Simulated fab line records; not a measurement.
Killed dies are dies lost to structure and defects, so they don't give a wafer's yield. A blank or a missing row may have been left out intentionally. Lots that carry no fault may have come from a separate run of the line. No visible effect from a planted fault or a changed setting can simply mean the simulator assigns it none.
One fault seen from 2 desks    flow sky130    only its own numbers are on each desk; what lay behind them is given at the end

## AT THE TOOL OWNER'S DESK: rie metal-04
The tool's own readings at SKY_METAL1_METAL_ETCH_19 (etches the open film in Cl2/BCl3, stops on SiO2, target depth 360 nm, time 78 s): means of the sampled wafers that have a number, for each lot that ran on this tool. A lot is out of limits, marked OUT, if its mean lies more than 4 standard deviations from the usual mean; the brackets give that distance.
Columns: A = drypump motor current A at SKY_METAL1_METAL_ETCH_19, usual 5.6 A; B = oes product au at SKY_METAL1_METAL_ETCH_19, usual 0.853 a.u.; C = throttle valve pct at SKY_METAL1_METAL_ETCH_19, usual 22.265 %
lot   first seen here  A    B                 C
L418  day 33 19:28     5.7  0.853             22.275
L425  day 36 02:40     6.1  0.853             22.266
L432  day 38 04:13     6.1  0.814 (-7.6) OUT  22.276
L433  day 38 05:13     5.7  0.833             22.261
This desk's verdict: out of limits on L432, starting with L432 at day 38 04:13 (oes product au at SKY_METAL1_METAL_ETCH_19). In limits: L418, L425, L433.

## THE METROLOGY DESK
Lot by lot, what the gauges showed, no matter which tool ran the lot: averages of those sampled wafers that carry a number. A lot is out of limits, marked OUT, if its mean lies more than 4 standard deviations from the usual mean; the brackets give that distance.
Columns: A = cd nm at SKY_METAL1_CD_MEAS_15, usual 139.8 nm
lot   first seen here  A
L417  day 33 17:37     142.3
L418  day 33 19:13     138.7
L420  day 34 12:28     141.1
L422  day 35 09:23     139.7
L424  day 35 16:22     142.1
L425  day 36 02:25     138.1
L432  day 38 03:58     138.4
L433  day 38 04:58     139.7
L437  day 39 14:01     140.5
L438  day 39 19:37     141.1
Result from this desk: across the 10 lots, nothing is out of limits.

## ALL TOGETHER
On L432, at day 38 04:13, an alarm was possible from the tool owner's desk.
The metrology desk saw nothing out of limits.
The metrology desk holds a record of L432, inside its limits.
Every lot named ran SKY_METAL1_METAL_ETCH_19 on rie metal-04.

## WHAT THE SIMULATOR PUT IN
rie metal-04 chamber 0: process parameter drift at SKY_METAL1_METAL_ETCH_19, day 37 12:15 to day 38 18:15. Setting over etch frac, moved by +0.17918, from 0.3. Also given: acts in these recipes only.
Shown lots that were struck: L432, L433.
Hours from the fault's start to each desk's first reading out of limits: the tool owner's desk, 16.
